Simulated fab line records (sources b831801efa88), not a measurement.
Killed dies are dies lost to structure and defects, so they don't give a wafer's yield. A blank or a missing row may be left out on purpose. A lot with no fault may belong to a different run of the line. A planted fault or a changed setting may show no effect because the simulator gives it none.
Comparing a struck lot with a sound one + flow sky130 + 17 steps out of a route of 708
Sound: wafers L252.3, L252.4, L252.5. Struck: wafers L265.1, L265.4. (L265.5 of the same lot was not struck and is left out.) The cause comes at the end.
At each step with rows: each side's tool, then ch and its chambers, then its first start. Under that, the readings that differ: sound wafers + struck wafers + difference of the means + sigmas: that difference in standard deviations of wafers without a fault.
alike: readings with means less than 2 such deviations apart, plus words and numbers identical on both sides. not compared: withheld readings, readings lacking a value on some wafer, bounds such as >300 that could conceal the same value, and numbers that have no deviation in the record and whose values overlap.
A row with sigmas, a row that says differs or no value, or rows on one side alone: a step with any of these is where the two part. Numbers that have no deviation but don't overlap get no sigmas and don't part them. A reading that every wafer of one side lacks parts them only if that side has two wafers or more.

first, 3 steps without rows for these wafers: SKY_VIA1_EXPOSE_09 (exposes mask VIM, target cd 150 nm); SKY_VIA1_PEB_10; SKY_VIA1_DEVELOP_11 (develop time 60 s).
SKY_VIA1_CD_MEAS_12: the cd target is 150 nm.
  sound on cdSem-02 at day 33 11:23; struck on cdSem-02 at day 38 00:24
  alike: cdNm
SKY_VIA1_OVL_MEAS_13:
  sound on overlay-01 at day 33 11:29; struck on overlay-02 at day 38 00:31
  alike: VIA1_OVL
SKY_VIA1_ETCH_14: etches BARC in N2/H2, stops on SiO2, time 45.9 s, target depth 60 nm.
  sound on rieDiel-03 ch 0,1,2, day 33 11:31; struck on rieDiel-02 ch 2,3, day 38 00:33
  alike: chamberPressureMTorr, drypumpMotorCurrentA, oesProductAu, throttleValvePct
  not compared: rfHoursCounterH
SKY_VIA1_ETCH_15: etches SiO2 in C4F8/O2/Ar, stops on TiN, target depth 351 nm, time 54 s.
  sound on rieDiel-03 ch 0,1,2, day 33 11:33; struck on rieDiel-02 ch 2,3, day 38 00:36
  alike: chamberPressureMTorr, oesProductAu
  not compared: rfHoursCounterH
SKY_VIA1_STRIP_16: strips in O2/N2.
  sound on plasmaAsher-03 ch 0,1, day 33 11:38; struck on plasmaAsher-02 ch 0, day 38 00:38
  alike: chamberPressureMTorr, drypumpMotorCurrentA, oesProductAu, stripTimeToEndpointS
  not compared: rfHoursCounterH
then, 3 steps without rows for these wafers: SKY_VIA1_STRIP_17 (strips in post etch residue remover, time 1200 s); SKY_VIA1_CLEAN_18 (cleans in IPA, time 180 s); SKY_VIA1_CLEAN_19 (cleans in O3/DIW).
SKY_VIA1_SPUTTER_20: material TiN, target thk 20 nm, time 80 s.
  sound on pvdSputter-01 at day 33 12:11; struck on pvdSputter-04 at day 38 01:16
  alike: throttleValvePct
SKY_VIA1_CVD_21: deposits W, target thk 270 nm, time 80.902 s.
  sound on cvdW-01 ch 0,1, day 33 12:17; struck on cvdW-02 ch 0, day 38 01:20
| reading                           | sound             | struck      | difference | sigmas |
|-----------------------------------|-------------------|-------------|------------|--------|
| model.W_of_VIA1_CVD_21.thkNm (nm) | 269.4 267.5 270.5 | 212.2 209.8 | -58.1      |        |
  alike: heaterPowerW, susceptorTempC
SKY_VIA1_RS_MEAS_22: the measuring method here is four-point-probe.
  sound on filmMetro-03 at day 33 12:23; struck on filmMetro-03 at day 38 01:26
| reading            | sound             | struck      | difference | sigmas |
|--------------------|-------------------|-------------|------------|--------|
| VIA1_W_RS (ohm/sq) | 0.427 0.431 0.426 | 0.545 0.552 | +0.120     | +25    |
SKY_VIA1_THK_MEAS_23: measures by xrf.
  sound on filmMetro-03 at day 33 12:29; struck on filmMetro-03 at day 38 01:33
| reading         | sound       | struck  | difference | sigmas |
|-----------------|-------------|---------|------------|--------|
| VIA1_W_THK (nm) | 269 267 270 | 212 208 | -59        | -19    |
SKY_VIA1_CMP_24: polishes, stops on SiO2, t overpolish 15 s, target thk 0 nm.
  sound on cmp-02 ch 1,3, day 33 12:34; struck on cmp-01 ch 2,3, day 38 01:37
  alike: edgeZonePressureFrac, motorCurrentA, timeToEndpointS
-- the record jumps here: 11 days lie between the struck wafers' starts before and after (it left off in module VIA1 and takes up again in module PAD_OPEN, whose first step shown is number 708 of the route) --
SKY_PAD_OPEN_PROBE_99:
  sound on prober-01 at day 45 11:13; struck on prober-01 at day 48 20:50
  alike: defectLimitedYield, killed_at_M0_to_M3, killed_at_M4_up, killedAtContacts, killedAtFrontEnd, killedAtOther, killedDies, killedOpen, killedShort, sort_bin_3_pad_short, sort_bin_5_function, sort_bin_6_memory, sortNPass, sortYieldPct

## WHERE THEY PART
First at SKY_VIA1_RS_MEAS_22; last, within this record, at SKY_VIA1_THK_MEAS_23. Later steps at which nothing parts them and some readings are alike: SKY_VIA1_CMP_24, SKY_PAD_OPEN_PROBE_99.

WHY: whatever the simulator had introduced
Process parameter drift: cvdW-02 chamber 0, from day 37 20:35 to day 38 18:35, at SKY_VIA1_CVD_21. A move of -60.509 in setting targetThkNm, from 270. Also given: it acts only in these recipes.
